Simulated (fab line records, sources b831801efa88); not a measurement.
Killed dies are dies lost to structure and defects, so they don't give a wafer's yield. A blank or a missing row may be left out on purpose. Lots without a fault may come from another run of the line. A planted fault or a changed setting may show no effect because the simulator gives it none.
Split-lot experiment | flow sfq_line | 5 lots, 23 wafers read, on a route of 325 steps

THE SPLIT
At SFQ_TRILAYER_M4_LITHO_PEB_096 (peb time 60 s), the setting peb_temp_c was moved away from the recipe's 115 C on 5 of the 23 wafers read, by -2.8% to -2.6%. The other wafers ran this setting at the recipe's value.

FROM THE SPLIT TO THE READING: what the file shows between them, 1 step
- SFQ_TRILAYER_M4_LITHO_DEVELOP_095: time 60 s

THE READING
M4.cd_nm (the simulator's own value, which no gauge read), in nm, at SFQ_TRILAYER_M4_BARC_OPEN_METAL_ETCH_123 (etches BARC in O2, target depth 125 nm, time 41.7 s). The file gives no usual value for it. The 18 wafers here that ran the recipe average 498.8 nm, standard deviation 0.97 nm.

wafer  | tool, chamber at the split | peb_temp_c as run, C | against the recipe | M4.cd_nm, nm | against lot-mates on the recipe
L075.1 | litho_track-02, 0          | 112                  | -2.6%              | 559.1        | +59.0
L075.2 | litho_track-02, 0          | 115                  | recipe             | 499.9        | -
L075.3 | litho_track-02, 0          | 112                  | -2.6%              | 560.7        | +60.6
L075.5 | litho_track-02, 0          | 115                  | recipe             | 498.6        | -
L075.6 | litho_track-02, 0          | 115                  | recipe             | 501.9        | -
L077.1 | litho_track-02, 0          | 115                  | recipe             | 498.2        | -
L077.2 | litho_track-02, 0          | 115                  | recipe             | 498.4        | -
L077.5 | litho_track-02, 0          | 115                  | recipe             | 498.4        | -
L077.4 | litho_track-02, 0          | 115                  | recipe             | 498.7        | -
L077.6 | litho_track-02, 0          | 115                  | recipe             | 499.7        | -
L079.2 | litho_track-02, 0          | 115                  | recipe             | 498          | -
L079.4 | litho_track-02, 0          | 115                  | recipe             | 498.1        | -
L079.5 | litho_track-02, 0          | 115                  | recipe             | 499          | -
L083.1 | litho_track-04, 0          | 111.8                | -2.8%              | 562.7        | +63.7
L083.2 | litho_track-04, 0          | 111.8                | -2.8%              | 563.2        | +64.2
L083.3 | litho_track-04, 0          | 115                  | recipe             | 499.5        | -
L083.4 | litho_track-04, 0          | 111.8                | -2.8%              | 565          | +65.9
L083.6 | litho_track-04, 0          | 115                  | recipe             | 498.6        | -
L084.1 | litho_track-02, 0          | 115                  | recipe             | 499.4        | -
L084.2 | litho_track-02, 0          | 115                  | recipe             | 498.2        | -
L084.5 | litho_track-02, 0          | 115                  | recipe             | 498.2        | -
L084.3 | litho_track-02, 0          | 115                  | recipe             | 497.6        | -
L084.4 | litho_track-02, 0          | 115                  | recipe             | 498.1        | -

THE FIT
A straight line over all 23 wafers: M4.cd_nm changes by -23.3 nm for each +1% of peb_temp_c; r = -1.00; the points scatter about the line by 1 nm.
The same after taking each lot's own level away (the mean of its wafers on the recipe; 23 wafers): -23.1 nm for each +1%; r = -1.00; scatter 0.84 nm.
On that fit, the largest move of peb_temp_c shifts the reading by 64 nm.
The lots' own levels span 498.30 to 500.13 nm, that is 1.9 times the standard deviation above.
So the lot-to-lot level changes the slope little: the two slopes agree.
Check: with one of the wafers moved furthest among these (-2.8%) left out of the fit, the line predicts +64.4 nm for it against its lot-mates. It came out at +63.7 nm against them.

OTHER SPLITS ON THESE WAFERS
These wafers also went through other splits before the reading. Each is held against what the fit with the lots' levels taken away leaves over:
other split on the same wafers                    | wafers away from the commonest value | r with M4.cd_nm (lot level and that fit taken away)
SFQ_TRILAYER_M2_LITHO_EXPOSE_058 dose_mj          | 8                                    | -0.10
SFQ_TRILAYER_I2_DEP_PECVD_063 time_s              | 9                                    | +0.01
SFQ_TRILAYER_I2_VIA_LITHO_COAT_072 spin_rpm       | 8                                    | +0.19
SFQ_TRILAYER_I2_VIA_BARC_OPEN_VIA_ETCH_096 time_s | 5                                    | +0.24
SFQ_TRILAYER_M3_LITHO_COAT_080 resist_thk_nm      | 8                                    | -0.12
SFQ_TRILAYER_M3_BARC_OPEN_METAL_ETCH_100 time_s   | 7                                    | -0.01
SFQ_TRILAYER_I3_VIA_LITHO_EXPOSE_086 dose_mj      | 4                                    | +0.30
SFQ_TRILAYER_M4_LITHO_COAT_093 spin_rpm           | 5                                    | -0.17

THE FILE'S OWN FIT
M4.cd_nm changes by -23.1 nm for each +1% of peb_temp_c, r = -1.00.
